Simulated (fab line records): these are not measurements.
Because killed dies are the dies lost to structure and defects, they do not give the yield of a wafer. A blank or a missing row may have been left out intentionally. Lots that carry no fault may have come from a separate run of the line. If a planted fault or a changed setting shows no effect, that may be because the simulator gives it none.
2 desks looking at one fault + flow gf180mcu + numbers are kept per desk, each desk with only its own; the story behind them comes last

## FROM THE METROLOGY DESK
What the gauges read for every lot (on any tool): the sampled wafers with a number, averaged. Marked OUT: a lot whose mean sits more than 4 standard deviations from the usual mean, which makes it out of limits; the brackets give that distance.
Columns: A = VT_IMPLANT_2_TW at GF_VT_IMPLANT_TW_MEAS_21, usual 1212; B = V2_CVD_00_THK at GF_V2_THK_MEAS_01, usual 601 nm
| lot  | first seen here | A               | B   |
|------|-----------------|-----------------|-----|
| L864 | day 6 19:11     | 1220            | 597 |
| L866 | day 7 07:11     | 1227            | 610 |
| L871 | day 8 15:51     | 1155 (-4.1) OUT | 594 |
| L872 | day 8 22:23     | 1125 (-6.2) OUT | 603 |
| L873 | day 9 02:50     | 1199            | 588 |
| L875 | day 9 18:32     | 1198            | 602 |
| L877 | day 10 06:17    | 1194            | 600 |
| L878 | day 10 11:58    | 1191            | 592 |
| L881 | day 11 08:26    | 1230            | 605 |
| L882 | day 11 10:27    | 1192            | 605 |
| L884 | day 11 23:29    | 1218            | 612 |
| L885 | day 12 11:08    | 1230            | 602 |
Finding of this desk: L871, L872 out of limits, first seen on L871 at day 8 15:51 (VT_IMPLANT_2_TW at GF_VT_IMPLANT_TW_MEAS_21). L864, L866, L873, L875, L877, L878, L881, L882, L884, L885: within limits.

## AT THE TOOL OWNER'S DESK: implanter-04
For each lot that ran on this tool, the mean over its sampled wafers that have a number, from the tool's own readings at GF_VT_IMPLANT_IMPLANT_19. Marked OUT: a lot whose mean sits more than 4 standard deviations from the usual mean, which makes it out of limits; the brackets give that distance.
Columns: A = beamEnergyKeV at GF_VT_IMPLANT_IMPLANT_19, usual 99.997; B = beamOnS at GF_VT_IMPLANT_IMPLANT_19, usual 10.00 s; C = faradayCurrentUA at GF_VT_IMPLANT_IMPLANT_19, usual 24.5
| lot  | first seen here | A       | B               | C               |
|------|-----------------|---------|-----------------|-----------------|
| L864 | day 6 18:58     | 99.990  | 10.23           | 24.0            |
| L871 | day 8 15:38     | 99.997  | 8.31 (-8.0) OUT | 29.4 (+9.7) OUT |
| L872 | day 8 22:09     | 100.010 | 8.19 (-8.6) OUT | 29.9 (+11) OUT  |
| L884 | day 11 23:14    | 99.970  | 9.86            | 24.9            |
| L885 | day 12 10:53    | 99.990  | 10.13           | 24.2            |
Finding of this desk: L871, L872 out of limits; the first was L871 at day 8 15:38, on beamOnS at GF_VT_IMPLANT_IMPLANT_19. L864, L884, L885: within limits.

## PUT TOGETHER
The tool owner's desk could have raised an alarm at day 8 15:38, on L871, L872.
The metrology desk could have raised an alarm at day 8 15:51, on L871, L872.
All the named lots went through GF_VT_IMPLANT_IMPLANT_19 on implanter-04.

## WHAT HAD BEEN PUT IN BY THE SIMULATOR
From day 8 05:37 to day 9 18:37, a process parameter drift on implanter-04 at GF_VT_IMPLANT_IMPLANT_19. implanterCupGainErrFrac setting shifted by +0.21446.
Struck lots among those shown: L871, L872.
Hours from the fault's start to each desk's first reading out of limits: the tool owner's desk, 10; the metrology desk, 10.
